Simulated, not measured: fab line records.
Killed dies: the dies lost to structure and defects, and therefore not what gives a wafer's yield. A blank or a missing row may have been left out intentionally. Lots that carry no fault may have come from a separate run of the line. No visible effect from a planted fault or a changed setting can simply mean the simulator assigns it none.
Which tool did it? | flow sky130 | Sampling: 12 lots, 36 wafers, 4 of 708 route steps

## WHAT THE GAUGES READ, wafer by wafer
SKY_VIA1_BOW_MEAS_03.
lot  | measured     | on            | VIA1_BOW (um)
L726 | day 33 12:47 | film-metro-01 | 77 85 79
L727 | day 34 02:47 | film-metro-01 | 78 83 89
L730 | day 35 03:05 | film-metro-04 | 80 87 68
L731 | day 35 11:02 | film-metro-04 | 83 84 91
L734 | day 36 12:42 | film-metro-04 | 80 77 65
L735 | day 36 14:43 | film-metro-04 | 75 73 74
L736 | day 36 22:22 | film-metro-04 | 90 83 91
L737 | day 37 10:08 | film-metro-03 | 61 88 71
L738 | day 37 13:52 | film-metro-04 | 74 82 82
L740 | day 38 03:54 | film-metro-01 | 87 82 91
L741 | day 38 09:53 | film-metro-03 | 76 82 80
L744 | day 39 03:57 | film-metro-03 | 81 76 85

## WHAT TOOL EACH LOT RAN ON (gives the tool, then ch and the chambers of the sampled wafers, and finally the start)
lot  | SKY_SD_N_COAT_02                  | SKY_SD_N_STRIP_11                    | SKY_CONTACT_STRIP_19
L726 | litho-track-02 ch 0, day 28 01:03 | plasma-asher-04 ch 0,1, day 28 15:35 | plasma-asher-03 ch 0,1, day 32 06:56
L727 | litho-track-01 ch 0, day 28 16:24 | plasma-asher-04 ch 0,1, day 29 06:47 | plasma-asher-02 ch 0,1, day 32 22:07
L730 | litho-track-04 ch 0, day 29 16:45 | plasma-asher-01 ch 0,1, day 30 07:21 | plasma-asher-01 ch 0,1, day 33 21:29
L731 | litho-track-02 ch 0, day 30 01:10 | plasma-asher-01 ch 0,1, day 30 16:08 | plasma-asher-02 ch 0,1, day 34 05:35
L734 | litho-track-04 ch 0, day 31 04:28 | plasma-asher-01 ch 0,1, day 31 19:17 | plasma-asher-01 ch 0,1, day 35 07:08
L735 | litho-track-01 ch 0, day 31 06:28 | plasma-asher-01 ch 0,1, day 31 21:06 | plasma-asher-03 ch 0,1, day 35 09:17
L736 | litho-track-04 ch 0, day 31 16:12 | plasma-asher-03 ch 0,1, day 32 06:05 | plasma-asher-02 ch 0,1, day 35 17:31
L737 | litho-track-01 ch 0, day 32 01:24 | plasma-asher-03 ch 0,1, day 32 15:39 | plasma-asher-02 ch 0,1, day 36 05:05
L738 | litho-track-01 ch 0, day 32 07:10 | plasma-asher-04 ch 0,1, day 32 21:24 | plasma-asher-03 ch 0,1, day 36 09:13
L740 | litho-track-01 ch 0, day 32 21:51 | plasma-asher-04 ch 0,1, day 33 11:26 | plasma-asher-02 ch 0,1, day 36 23:04
L741 | litho-track-01 ch 0, day 33 02:51 | plasma-asher-03 ch 0,1, day 33 17:05 | plasma-asher-01 ch 0,1, day 37 04:40
L744 | litho-track-04 ch 0, day 33 21:19 | plasma-asher-03 ch 1, day 34 10:31   | plasma-asher-01 ch 0,1, day 37 22:50
- SKY_SD_N_COAT_02: resist thk 1140 nm.
- SKY_SD_N_STRIP_11: strips in O2/N2.
- SKY_CONTACT_STRIP_19: strips in O2/N2.

## WHAT THE TOOLS THEMSELVES READ (means of the sampled wafers that have a number; where no wafer has one, the mark that the record gives instead)
SKY_SD_N_STRIP_11.
lot  | tool            | drypump-motor-current-A (A) | oes-product-au (a.u.) | strip-time-to-endpoint-s (s)
L726 | plasma-asher-04 | 5.5                         | 0.529                 | 22.56
L727 | plasma-asher-04 | 5.3                         | 0.523                 | 22.51
L730 | plasma-asher-01 | 5.8                         | 0.526                 | 22.56
L731 | plasma-asher-01 | 5.8                         | 0.529                 | 22.57
L734 | plasma-asher-01 | 5.9                         | 0.527                 | 22.50
L735 | plasma-asher-01 | 5.8                         | 0.525                 | 22.56
L736 | plasma-asher-03 | 6.0                         | 0.529                 | 22.50
L737 | plasma-asher-03 | 5.9                         | 0.527                 | 22.50
L738 | plasma-asher-04 | 5.5                         | 0.528                 | 22.53
L740 | plasma-asher-04 | 5.5                         | 0.524                 | 22.11
L741 | plasma-asher-03 | 5.9                         | 0.527                 | 22.15
L744 | plasma-asher-03 | 5.9                         | 0.528                 | 22.56

SKY_CONTACT_STRIP_19.
lot  | tool            | drypump-motor-current-A (A) | oes-product-au (a.u.) | strip-time-to-endpoint-s (s)
L726 | plasma-asher-03 | 5.90                        | 0.378                 | 3.60
L727 | plasma-asher-02 | 5.80                        | 0.378                 | 3.56
L730 | plasma-asher-01 | 5.83                        | 0.380                 | 3.56
L731 | plasma-asher-02 | 5.82                        | 0.381                 | 3.63
L734 | plasma-asher-01 | 5.82                        | 0.388                 | 3.66
L735 | plasma-asher-03 | 5.89                        | 0.381                 | 3.63
L736 | plasma-asher-02 | 5.81                        | 0.376                 | 3.62
L737 | plasma-asher-02 | 5.80                        | 0.377                 | 3.68
L738 | plasma-asher-03 | 5.93                        | 0.384                 | 3.61
L740 | plasma-asher-02 | 5.81                        | 0.383                 | 3.63
L741 | plasma-asher-01 | 5.83                        | 0.376                 | 3.54
L744 | plasma-asher-01 | 5.82                        | 0.383                 | 3.61

## THE ANSWER, worked out from the rows above alone
Rule: what is usual is taken from the lots themselves. Put in order of their means at a reading, lots are off if they are a third of the lots or fewer, leave a main group of 4 or more, and stand apart from it by a gap of 3 or more times the standard deviation of the main group's means; of several such gaps the widest counts. A main group whose means are all the same, to the digits that the tables above print for the reading, isn't used. A lot without any number at a reading at which 4 lots or more have one is off too. The other lots that the step has rows for count as sound. Order of review: gauges by route order, followed by the tools' own readings, for which a lot's mean as printed above is used. At the first step where some lot is off, the reading lying furthest off is the one used; lots without a number count as furthest.
Off at SKY_SD_N_STRIP_11 (strip-time-to-endpoint-s): L740, L741. Mean 22.54 s and standard deviation 0.028 in the main group.
A tool fits if, at that step or a process step before it, it ran every lot that is off, and no sound lot after the first of them. One fits: litho-track-01 at SKY_SD_N_COAT_02. Its last sound lot is L738 (day 32 07:10), its first lot that is off L740 (day 32 21:51): a fault that began between those two fits.

## WHAT THE SIMULATOR HAD INSERTED
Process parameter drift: litho-track-01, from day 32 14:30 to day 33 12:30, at SKY_SD_N_COAT_02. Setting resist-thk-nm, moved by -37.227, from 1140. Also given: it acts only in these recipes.
Shown lots that were struck: L740, L741. The rule above reached the same finding.
